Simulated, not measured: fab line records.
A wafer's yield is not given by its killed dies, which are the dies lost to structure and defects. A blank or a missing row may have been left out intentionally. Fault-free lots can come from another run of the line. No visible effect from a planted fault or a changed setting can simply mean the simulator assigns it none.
fab line records	flow sfqLine
record lots=6	wafers=18	lastDay=78
route steps=325 shown I6@273 M7@281
lots with no fault: from the same line, run without faults
startH: hours from the record's first day to the start of the lot's first wafer shown	waitH: time in hours since the lot's previous step	" as in the row above	L1.1+2: several wafers, shown together as one row	- no value, or no start given	* or withheld: withheld	< > ~ a bound
route shown NAME@n: a module of which the file shows steps, and the number in the route of the first	usual: mean/standard deviation taken from wafers without a fault	same: alike in all rows	chamber/n: place in a boat	sites: each site's reading	_std_site: how widely they spread, as a standard deviation	_edge_site: mean of outer sites minus mean of inner sites	radiusMm: how far each site lies from the wafer's centre	mask NAME#n: copy n	behind: the tool/chamber that last shaped the wafer	hold: why the lot went on hold/how many hours it stayed there/how the hold came to an end	device: which transistor (n, p or np) failed to switch	end of line: at the end of the route, the tests of the same wafers	where a step has no rows: the recipe by itself	killed: dies that structure and defects cost at the first sort, which is not the same as the wafer's yield	map: a wafer's dies, x killed, . not, _ none there
set.NAME: setting as actually run; set.NAME@STEP: the setting as run at that earlier step	model.NAME: the simulator's own value behind a step, which no gauge read
a table for each step, a row for each wafer; lots at some steps of the route
services: when a tool's chamber went out of use (startH, in hours from the record's first day, below 0 if earlier), for how many hours, and the reason
## steps
# step SFQ_TRILAYER_I6_VIA_LITHO_EXPOSE_170
# recipe maskId=I6	na=0.6	sourceShape=conventional	sigmaOuter=0.65	targetCdNm=700	doseMj=21.3
# step SFQ_TRILAYER_I6_VIA_LITHO_PEB_172
# recipe pebTempC=115	pebTimeS=60	resist=KrF
# step SFQ_TRILAYER_I6_VIA_LITHO_DEVELOP_171
# recipe timeS=60	resist=KrF
# step SFQ_I6_OVL_MEAS_942
# usual I6_OVL=0/5.1
lot.wafer	tool	chamber	startH	waitH	I6_OVL[nm]
L692.1	overlay-02	-	1485.52	0.1	2
L692.4	"	-	"	"	6
L692.5	"	-	"	"	3
L694.1	overlay-02	-	1509.52	0.1	-5
L694.2	"	-	"	"	-5
L694.4	"	-	"	"	-6
L706.2	overlay-01	-	1582.77	0.1	-2
L706.4	"	-	"	"	-6
L706.5	"	-	"	"	-7
L707.2	overlay-02	-	1586.37	0.1	-1
L707.5	"	-	"	"	-3
L707.6	"	-	"	"	-6
L710.2	overlay-02	-	1599.05	0.1	-3
L710.5	"	-	"	"	3
L710.6	"	-	"	"	6
L711.2	overlay-01	-	1600.25	0.1	-4
L711.3	"	-	"	"	4
L711.6	"	-	"	"	-2
# step SFQ_TRILAYER_I6_VIA_BARC_OPEN_VIA_ETCH_235
# recipe maskMaterial=PR	chemistry=O2	targetDepthNm=125	target=BARC	sourceW=500	biasW=80	pressureMtorr=30	timeS=41.7
# usual drypumpMotorCurrentA=6.0/0.47	oesProductAu=0.686/0.005
# same timeS=41.7
lot.wafer	tool	chamber	startH	waitH	drypumpMotorCurrentA	oesProductAu	rfHoursCounterH
L692.1	rieDiel-02	1	1485.55	0.0	5.5	0.690	5
L692.4	"	2	"	"	5.8	0.682	14
L692.5	"	0	"	"	5.6	0.684	-
L694.1	rieDiel-04	2	1509.55	0.0	6.7	0.692	10
L694.2	"	1	"	"	5.7	0.693	21
L694.4	"	3	"	"	5.7	0.686	23
L706.2	rieDiel-04	2	1582.80	0.0	6.7	0.692	11
L706.4	"	1	"	"	5.7	0.683	-
L706.5	"	2	"	"	6.7	0.678	-
L707.2	rieDiel-02	1	1586.40	0.0	5.5	0.682	7
L707.5	"	2	"	"	5.8	0.681	-
L707.6	"	1	"	"	5.5	0.689	-
L710.2	rieDiel-04	0	1599.08	0.0	6.2	0.690	6
L710.5	"	2	"	"	6.7	0.695	-
L710.6	"	3	"	"	5.7	0.690	-
L711.2	rieDiel-02	0	1600.28	0.0	5.6	0.685	22
L711.3	"	2	"	"	5.8	0.690	16
L711.6	"	0	"	"	5.6	0.688	-
# step SFQ_TRILAYER_I6_VIA_ETCH_VIA_ETCH_172
# recipe target=SiO2	stopOn=Nb	maskMaterial=PR	taperDeg=20	chemistry=CHF3	targetDepthNm=260	sourceW=500	biasW=80	pressureMtorr=30	timeS=withheld
# usual drypumpMotorCurrentA=6.0/0.48	oesProductAu=0.854/0.0051
lot.wafer	tool	chamber	startH	waitH	drypumpMotorCurrentA	oesProductAu
L692.1	rieDiel-02	1	1485.59	0.0	5.5	0.846
L692.4	"	2	"	"	5.8	0.847
L692.5	"	0	"	"	5.6	0.851
L694.1	rieDiel-04	2	1509.59	0.0	6.7	0.853
L694.2	"	1	"	"	5.6	0.851
L694.4	"	3	"	"	5.8	0.856
L706.2	rieDiel-04	2	1582.84	0.0	6.7	0.855
L706.4	"	1	"	"	5.7	0.850
L706.5	"	2	"	"	6.7	0.858
L707.2	rieDiel-02	1	1586.44	0.0	5.5	0.842
L707.5	"	2	"	"	5.8	0.864
L707.6	"	1	"	"	5.5	0.844
L710.2	rieDiel-04	0	1599.12	0.0	6.2	0.855
L710.5	"	2	"	"	6.7	0.847
L710.6	"	3	"	"	5.7	0.855
L711.2	rieDiel-02	0	1600.32	0.0	5.6	0.852
L711.3	"	2	"	"	5.8	0.856
L711.6	"	0	"	"	5.6	0.856
# step SFQ_TRILAYER_I6_VIA_STRIP_STRIP_173
# recipe gas=O2	powerW=200	platenTempC=40	overashFraction=0.65	chemistry=O2	pressureMtorr=50
# usual drypumpMotorCurrentA=5.94/0.28	heBacksideLeakSccm=3.6/0.32	oesProductAu=0.995/0.012
lot.wafer	tool	chamber	startH	waitH	drypumpMotorCurrentA	heBacksideLeakSccm	oesProductAu	rfHoursCounterH
L692.1	rieMetal-01	1	1485.70	-	6.33	3.4	1.017	65
L692.4	"	0	"	"	6.19	3.3	1.003	-
L692.5	"	1	"	"	6.33	3.3	1.015	-
L694.1	rieMetal-02	0	1509.70	-	5.56	3.2	0.999	4
L694.2	"	1	"	"	5.79	3.8	1.015	99
L694.4	"	0	"	"	5.56	3.2	0.990	-
L706.2	rieMetal-01	0	1582.96	-	6.22	3.6	0.984	99
L706.4	"	1	"	"	6.37	3.5	1.001	-
L706.5	"	1	"	"	6.32	3.4	0.999	-
L707.2	rieMetal-02	0	1586.56	-	5.56	3.3	1.001	15
L707.5	"	0	"	"	5.58	3.6	1.001	-
L707.6	"	1	"	"	5.80	4.1	1.017	-
L710.2	rieMetal-02	1	1599.23	-	5.76	3.8	1.006	112
L710.5	"	0	"	"	5.58	3.4	0.997	-
L710.6	"	1	"	"	5.77	3.8	1.002	-
L711.2	rieMetal-01	0	1600.43	-	6.22	3.2	0.988	101
L711.3	"	1	"	"	6.35	3.3	1.002	-
L711.6	"	1	"	"	6.35	3.3	0.998	-
# step SFQ_TRILAYER_I6_VIA_STRIP_SOLV_CLEAN_174
# recipe chemistry=NMP	tempC=70	timeS=600
# step SFQ_TRILAYER_M7_DEP_PRE_CLEAN_176
# recipe gas=Ar	timeS=22.5	biasV=250
# step SFQ_TRILAYER_M7_DEP_SPUTTER_175
# recipe material=Nb	basePressurePa=1.33e-06	chamberPressurePa=0.1333	substrateTempC=20	targetThkNm=200	powerW=2000	timeS=133.3
# usual throttleValvePct=29.6/0.67
# same timeS=133.3
lot.wafer	tool	chamber	startH	waitH	throttleValvePct
L692.1	pvdSputter-05	-	1486.51	0.0	29.6
L692.4	"	-	"	"	29.7
L692.5	"	-	"	"	29.3
L694.1	pvdSputter-06	-	1510.51	0.0	29.6
L694.2	"	-	"	"	28.1
L694.4	"	-	"	"	30.0
L706.2	pvdSputter-05	-	1583.78	0.0	29.6
L706.4	"	-	"	"	30.6
L706.5	"	-	"	"	29.8
L707.2	pvdSputter-04	-	1587.36	0.0	30.0
L707.5	"	-	"	"	28.9
L707.6	"	-	"	"	30.6
L710.2	pvdSputter-06	-	1600.04	0.0	28.4
L710.5	"	-	"	"	29.6
L710.6	"	-	"	"	28.2
L711.2	pvdSputter-06	-	1601.24	0.0	28.1
L711.3	"	-	"	"	29.6
L711.6	"	-	"	"	28.3
# step SFQ_M7_RS_MEAS_943
# recipe thkMeasGauge=four-point-probe	reads=Nb_of_TRILAYER_M7_DEP_SPUTTER_175
# usual M7_NB_RS=0.895/0.012
lot.wafer	tool	chamber	startH	waitH	M7_NB_RS[ohm/sq]
L692.1	filmMetro-02	-	1486.60	0.0	0.901
L692.4	"	-	"	"	0.900
L692.5	"	-	"	"	0.897
L694.1	filmMetro-04	-	1510.60	0.0	0.889
L694.2	"	-	"	"	0.863
L694.4	"	-	"	"	0.878
L706.2	filmMetro-01	-	1583.89	0.1	0.887
L706.4	"	-	"	"	0.885
L706.5	"	-	"	"	0.883
L707.2	filmMetro-02	-	1587.47	0.1	0.895
L707.5	"	-	"	"	0.890
L707.6	"	-	"	"	0.899
L710.2	filmMetro-02	-	1600.15	0.1	0.886
L710.5	"	-	"	"	0.882
L710.6	"	-	"	"	0.888
L711.2	filmMetro-04	-	1601.35	0.1	0.879
L711.3	"	-	"	"	0.886
L711.6	"	-	"	"	0.887
# step SFQ_TRILAYER_M7_LITHO_COAT_182
# recipe resist=BARC	spinRpm=3000	resistThkNm=62
lot.wafer	tool	chamber	startH	waitH	model.BARC_of_TRILAYER_M7_LITHO_COAT_182.thkNm
L692.1+4	lithoTrack-04	0	1486.78	0.1	61.82
L692.5	"	0	"	"	61.78
L694.1+4	lithoTrack-01	0	1510.78	0.1	62.02
L694.2	"	0	"	"	61.81
L706.2	lithoTrack-01	0	1584.10	0.1	62.16
L706.4	"	0	"	"	62.06
L706.5	"	0	"	"	70.99
L707.2	lithoTrack-01	0	1587.68	0.1	62.08
L707.5	"	0	"	"	71.08
L707.6	"	0	"	"	71.01
L710.2	lithoTrack-02	0	1600.36	0.1	62.07
L710.5	"	0	"	"	62.05
L710.6	"	0	"	"	62.01
L711.2	lithoTrack-02	0	1601.56	0.1	62.08
L711.3	"	0	"	"	62.15
L711.6	"	0	"	"	62.13
# step SFQ_TRILAYER_M7_LITHO_COAT_177
# recipe resist=KrF	spinRpm=3000	resistThkNm=600
# step SFQ_TRILAYER_M7_LITHO_SOFTBAKE_181
# recipe tempC=withheld	timeS=withheld	resist=KrF
# step SFQ_TRILAYER_M7_LITHO_EXPOSE_178
# recipe maskId=M7	na=0.6	sourceShape=conventional	sigmaOuter=0.65	targetCdNm=500	doseMj=14.4
# step SFQ_TRILAYER_M7_LITHO_PEB_180
# recipe pebTempC=115	pebTimeS=60	resist=KrF
# step SFQ_TRILAYER_M7_LITHO_DEVELOP_179
# recipe timeS=60	resist=KrF
# step SFQ_M7_OVL_MEAS_945
# usual M7_OVL=-1/5.3
lot.wafer	tool	chamber	startH	waitH	M7_OVL[nm]
L692.1	overlay-01	-	1490.63	0.1	5
L692.4	"	-	"	"	2
L692.5	"	-	"	"	0
L694.1	overlay-01	-	1513.03	0.1	-3
L694.2	"	-	"	"	-5
L694.4	"	-	"	"	-4
L706.2	overlay-02	-	1684.40	0.1	-10
L706.4	"	-	"	"	-13
L706.5	"	-	"	"	-6
L707.2	overlay-02	-	1685.60	0.1	-5
L707.5	"	-	"	"	-2
L707.6	"	-	"	"	-2
L710.2	overlay-01	-	1697.72	0.1	-4
L710.5	"	-	"	"	2
L710.6	"	-	"	"	-1
L711.2	overlay-02	-	1698.92	0.1	-2
L711.3	"	-	"	"	-5
L711.6	"	-	"	"	-2
# step SFQ_TRILAYER_M7_BARC_OPEN_METAL_ETCH_229
# recipe maskMaterial=PR	chemistry=O2	targetDepthNm=125	target=BARC	icpW=600	biasW=80	pressureMtorr=10	timeS=41.7
# usual drypumpMotorCurrentA=5.94/0.29	heBacksideLeakSccm=3.6/0.38	oesProductAu=0.685/0.0047
# same timeS=41.7
lot.wafer	tool	chamber	startH	waitH	drypumpMotorCurrentA	heBacksideLeakSccm	oesProductAu	rfHoursCounterH	model.etch.depthNm
L692.1	rieMetal-04	0	1490.66	0.0	5.83	3.4	0.684	86	61.82
L692.4	"	0	"	"	5.82	5.5	0.685	-	61.82
L692.5	"	0	"	"	5.83	3.5	0.687	-	61.78
L694.1	rieMetal-03	0	1513.07	0.0	5.89	3.3	0.681	101	62.02
L694.2	"	0	"	"	5.90	3.4	0.691	-	61.81
L694.4	"	0	"	"	5.88	3.4	0.684	-	62.02
L706.2	rieMetal-03	0	1684.43	0.0	5.90	3.4	0.678	127	62.16
L706.4	"	1	"	"	6.59	3.4	0.689	-	62.06
L706.5	"	1	"	"	6.58	3.3	0.723	-	70.99
L707.2	rieMetal-02	1	1685.63	0.0	5.73	3.9	0.684	119	62.08
L707.5	"	1	"	"	5.76	4.2	0.731	-	71.08
L707.6	"	0	"	"	5.57	3.4	0.731	-	71.01
L710.2	rieMetal-03	0	1697.75	0.0	5.92	3.7	0.693	128	62.07
L710.5	"	1	"	"	6.61	3.0	0.689	-	62.05
L710.6	"	0	"	"	5.93	3.5	0.684	-	62.01
L711.2	rieMetal-04	1	1698.95	0.0	6.05	4.1	0.680	141	62.08
L711.3	"	1	"	"	6.07	4.0	0.682	-	62.15
L711.6	"	1	"	"	6.06	4.0	0.678	-	62.13
# step SFQ_TRILAYER_M7_ETCH_METAL_ETCH_180
# recipe target=Nb	stopOn=SiO2	maskMaterial=PR	chemistry=Cl2/Ar	targetDepthNm=240	icpW=600	biasW=80	pressureMtorr=10	timeS=120
# usual drypumpMotorCurrentA=5.94/0.29	heBacksideLeakSccm=3.6/0.46	oesProductAu=0.892/0.0092
# same timeS=120
lot.wafer	tool	chamber	startH	waitH	drypumpMotorCurrentA	heBacksideLeakSccm	oesProductAu	rfHoursCounterH
L692.1	rieMetal-04	0	1490.72	0.0	5.83	3.4	0.881	86
L692.4	"	0	"	"	5.83	3.4	0.885	-
L692.5	"	0	"	"	5.81	3.3	0.886	-
L694.1	rieMetal-03	0	1513.18	0.1	5.89	3.4	0.891	101
L694.2	"	0	"	"	5.89	3.4	0.913	-
L694.4	"	0	"	"	5.89	3.4	0.900	-
L706.2	rieMetal-03	0	1684.49	0.0	5.92	3.4	0.893	127
L706.4	"	1	"	"	6.60	3.1	0.894	-
L706.5	"	1	"	"	6.59	3.1	0.904	-
L707.2	rieMetal-02	1	1685.69	0.0	5.73	4.1	0.890	119
L707.5	"	1	"	"	5.73	4.1	0.896	-
L707.6	"	0	"	"	5.57	3.3	0.892	-
L710.2	rieMetal-03	0	1697.81	0.0	5.89	3.4	0.899	128
L710.5	"	1	"	"	6.58	3.0	0.907	-
L710.6	"	0	"	"	5.91	3.4	0.898	-
L711.2	rieMetal-04	1	1699.01	0.0	6.08	4.0	0.905	141
L711.3	"	1	"	"	6.06	3.9	0.899	-
L711.6	"	1	"	"	6.06	4.0	0.898	-
## services
tool	chamber	startH	hours	kind
rieMetal-03	-	1465.20	0.3	repair
rieMetal-02	0	1472.65	-	clean
rieMetal-02	0	1472.65	-	consumableReplace:focusRing
rieMetal-02	0	1472.65	13.6	scheduledDown
rieMetal-02	0	1472.65	13.6	ventCycle
rieDiel-04	-	1486.62	0.6	repair
rieMetal-02	-	1520.03	0.5	repair
pvdSputter-05	3	1523.04	-	consumableReplace:kit
rieDiel-02	0	1550.13	7.4	repair
pvdSputter-05	-	1551.38	5.4	repair
rieDiel-04	-	1555.88	0.6	repair
rieDiel-04	3	1568.95	-	clean
rieDiel-04	3	1568.95	-	consumableReplace:esc
rieDiel-04	3	1568.95	24.8	scheduledDown
rieDiel-04	3	1568.95	24.8	ventCycle
rieMetal-04	1	1571.61	17.6	repair
pvdSputter-05	-	1597.69	8.8	repair
pvdSputter-04	-	1598.96	4.0	repair
rieDiel-02	-	1605.15	2.8	pm
rieMetal-02	-	1651.00	14.6	pm
rieDiel-02	0	1686.62	4.7	repair
rieDiel-02	0	1691.27	-	clean
rieDiel-02	0	1691.27	24.4	scheduledDown
rieDiel-02	0	1691.27	24.4	ventCycle
## key
firstSign step=SFQ_TRILAYER_M7_BARC_OPEN_METAL_ETCH_229	reading=oesProductAu	direction=up	sigmas=9.3	usual=0.685	struck=0.728
effect none on later readings
modelEffect step=SFQ_TRILAYER_M7_LITHO_COAT_182	value=BARC_of_TRILAYER_M7_LITHO_COAT_182.thkNm	without=62.05	struck=71.03
modelEffect step=SFQ_TRILAYER_M7_BARC_OPEN_METAL_ETCH_229	value=etch.depthNm	without=62.05	struck=71.03
metAt SFQ_TRILAYER_M7_LITHO_COAT_182
struckWafers L706.5,L707.5,L707.6
onsetBetween 1510.78 1584.10
fault kind=processParameterDrift	tool=lithoTrack-01	chamber=-	onsetH=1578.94	steps=SFQ_TRILAYER_M7_LITHO_COAT_182	channel=resistThkNm	offset=8.9737	shape=step	endH=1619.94	scope=struckWafersOnly	actsIn=theseRecipesOnly	stated=62
